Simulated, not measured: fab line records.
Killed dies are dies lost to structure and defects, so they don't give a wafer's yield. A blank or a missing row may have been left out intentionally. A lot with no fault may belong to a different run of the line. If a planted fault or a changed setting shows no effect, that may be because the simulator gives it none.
Problem report, 8D (eight disciplines) form, completed by code | flow sky130 | the parts of the form that need people (team, actions taken, sign-off) are left out

== 1. THE ISSUE ==
oes product au at SKY_METAL2_METAL_ETCH_19 reads a mean of 0.724 a.u. on 3 wafers of 2 lots; wafers without a fault read 0.853 a.u. with a standard deviation of 0.0054. That puts it -24 standard deviations away from the usual mean.
The step: etches the open film in Cl2/BCl3, stops on SiO2, target depth 360 nm, time 78 s.
First seen on wafer L365.2, day 37 19:44, on rie metal-02. At this step, 33 wafers from 11 lots have a number in the record. Rule for "out", or "out of limits": more than 4 standard deviations from the usual mean. The other wafers with a number count as sound.

== 2. WHAT THIS IS AND IS NOT ==
question                    | is                     | is not
which readings at this step | oes product au         | bcl3 flow sccm, chamber pressure mTorr, drypump motor current A, throttle valve pct
which lots                  | L365, L366             | L356, L358, L359, L360, L362, L364, L376, L378, L379
which wafers of those lots  | L365.2, L366.2, L366.3 | L365.5, L365.6, L366.1
read on which tools         | rie metal-02           | rie metal-01, rie metal-03
when                        | from day 37 19:44      | up to then (20 sound wafers); but 10 sound wafers of L366, L376, L378, L379 came after

== 3. THE SUSPECTS, EACH WITH WHAT RULES IT OUT ==
Counting: any tool at a process step up to the reading remains a suspect provided it ran every lot that is out. Sound lots after the first of them don't rule it out here, since some wafers of a struck lot are sound.
- rie metal-02 at SKY_METAL2_METAL_ETCH_19 (etches the open film in Cl2/BCl3, stops on SiO2, target depth 360 nm, time 78 s): kept. It ran every lot that is out, first L365 (day 37 19:44); its last sound lot up to then is L364 (day 37 15:34). Its own oes product au readings are out on those wafers.
Remaining after the count: rie metal-02 at SKY_METAL2_METAL_ETCH_19.

== 4. THE CAUSE (what the simulator had put in) ==
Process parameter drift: rie metal-02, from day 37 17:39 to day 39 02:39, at SKY_METAL2_METAL_ETCH_19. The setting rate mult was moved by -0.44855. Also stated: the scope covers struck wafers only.
After counting, this tool was the only one left.

== 5. THE CHAIN OF EFFECTS, in route order ==
Each row: a reading whose mean over the struck wafers that have a number lies more than 3 standard deviations from the usual. Readings are gone through only where the record gives a usual standard deviation; hours: the median, over the lots, of the time from a lot's start at the first step in this table giving one to that lot's start at this step; sigmas: the change measured in usual standard deviations.
hours | step                     | reading                  | usual      | on struck wafers | change | sigmas
0     | SKY_METAL2_METAL_ETCH_19 | oes product au           | 0.853 a.u. | 0.724            | -0.129 | -24
0     | SKY_METAL2_STRIP_20      | oes product au           | 0.342 a.u. | 0.390            | +0.048 | +10
0     | SKY_METAL2_STRIP_20      | strip time to endpoint s | 2.681 s    | 3.804            | +1.123 | +40
239   | SKY_PAD_OPEN_PROBE_99    | defect limited yield     | 82.2 %     | 0.0              | -82.2  | -43
239   | SKY_PAD_OPEN_PROBE_99    | killed_at_M0_to_M3       | 45         | 445              | +400   | +55
239   | SKY_PAD_OPEN_PROBE_99    | killed dies              | 88         | 492              | +404   | +43
239   | SKY_PAD_OPEN_PROBE_99    | killed on rim            | 17         | 96               | +79    | +18
239   | SKY_PAD_OPEN_PROBE_99    | sort_bin_5_function      | 10.5 %     | 91.2             | +80.7  | +54
239   | SKY_PAD_OPEN_PROBE_99    | sort n pass              | 404        | 0                | -404   | -43
239   | SKY_PAD_OPEN_PROBE_99    | sort yield pct           | 82.2 %     | 0.0              | -82.2  | -43
Here are the process steps it includes:
- SKY_METAL2_METAL_ETCH_19: etches the open film in Cl2/BCl3, stops on SiO2, target depth 360 nm, time 78 s.
- SKY_METAL2_STRIP_20: strips in O2/N2.
- SKY_PAD_OPEN_PROBE_99

== 6. HOW IT WOULD HAVE BEEN CAUGHT EARLIER ==
The fault began at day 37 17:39; the first out-of-limits reading in this record came at day 37 19:44, 2 hours later.
